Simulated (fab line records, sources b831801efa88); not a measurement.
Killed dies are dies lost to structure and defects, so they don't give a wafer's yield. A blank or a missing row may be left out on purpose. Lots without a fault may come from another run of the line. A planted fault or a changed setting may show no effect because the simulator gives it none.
Which tool did it? | flow sfq_line | 7 lots, 21 wafers sampled, at 5 steps of a route of 325

WHAT THE GAUGES READ, wafer by wafer
SFQ_JJ_OVL_MEAS_931.
lot  | measured     | on         | J5_OVL (nm)
L810 | day 56 01:15 | overlay-01 | -3 -4 -5
L812 | day 56 03:40 | overlay-01 | 3 2 4
L815 | day 56 07:14 | overlay-01 | 8 9 15
L817 | day 56 09:38 | overlay-01 | 2 4 5
L819 | day 56 12:02 | overlay-01 | 0 6 -1
L825 | day 59 19:43 | overlay-02 | 0 -5 -1
L828 | day 63 02:43 | overlay-02 | 0 7 -2

WHICH TOOL RAN EACH LOT (tool, then ch and the chambers of the sampled wafers, then the start)
lot  | SFQ_TRILAYER_M4_STRIP_STRIP_097   | SFQ_TRILAYER_I4_VIA_LITHO_COAT_108 | SFQ_TRILAYER_I4_VIA_BARC_OPEN_VIA_ETCH_146 | SFQ_TRILAYER_JJ_TRILAYER_DEP_SPUTTER_110
L810 | rie_metal-02 ch 0,1, day 45 00:24 | litho_track-02 ch 0, day 45 08:38  | rie_diel-01 ch 0,2,3, day 50 20:43         | pvd_sputter-04, day 50 21:44
L812 | rie_metal-04 ch 0,1, day 45 16:05 | litho_track-02 ch 0, day 46 04:41  | rie_diel-02 ch 0,1,2, day 51 12:19         | pvd_sputter-03, day 51 13:20
L815 | rie_metal-03 ch 1, day 46 06:12   | litho_track-03 ch 0, day 46 19:35  | rie_diel-01 ch 2,3, day 52 03:55           | pvd_sputter-04, day 52 04:56
L817 | rie_metal-04 ch 0,1, day 47 02:24 | litho_track-03 ch 0, day 47 11:32  | rie_diel-02 ch 1,2, day 52 14:43           | pvd_sputter-03, day 52 15:44
L819 | rie_metal-03 ch 0,1, day 47 19:23 | litho_track-04 ch 0, day 48 10:55  | rie_diel-02 ch 0,3, day 53 08:43           | pvd_sputter-05, day 53 09:45
L825 | rie_metal-02 ch 0,1, day 55 01:28 | litho_track-03 ch 0, day 55 06:38  | rie_diel-01 ch 0,3, day 59 15:10           | pvd_sputter-03, day 59 16:11
L828 | rie_metal-03 ch 0,1, day 57 01:59 | litho_track-03 ch 0, day 57 07:12  | rie_diel-03 ch 0,1,2, day 62 17:10         | pvd_sputter-04, day 62 18:11
- SFQ_TRILAYER_M4_STRIP_STRIP_097: strips in O2.
- SFQ_TRILAYER_I4_VIA_LITHO_COAT_108: resist thk 62 nm.
- SFQ_TRILAYER_I4_VIA_BARC_OPEN_VIA_ETCH_146: etches BARC in O2, target depth 125 nm, time 41.7 s.
- SFQ_TRILAYER_JJ_TRILAYER_DEP_SPUTTER_110: material Al, target thk 8 nm, time 10 s.

THE ANSWER, worked out from the rows above alone
Rule: what is usual is taken from the lots themselves. Put in order of their means at a reading, lots are off if they are a third of the lots or fewer, leave a main group of 4 or more, and stand apart from it by a gap of 3 or more times the standard deviation of the main group's means; of several such gaps the widest counts. A main group whose means are all the same, to the digits that the tables above print for the reading, isn't used. A lot without any number at a reading at which 4 lots or more have one is off too. The other lots that the step has rows for count as sound.
No lot is off at any reading shown: from this, nothing can be told.

WHAT THE SIMULATOR HAD PUT IN
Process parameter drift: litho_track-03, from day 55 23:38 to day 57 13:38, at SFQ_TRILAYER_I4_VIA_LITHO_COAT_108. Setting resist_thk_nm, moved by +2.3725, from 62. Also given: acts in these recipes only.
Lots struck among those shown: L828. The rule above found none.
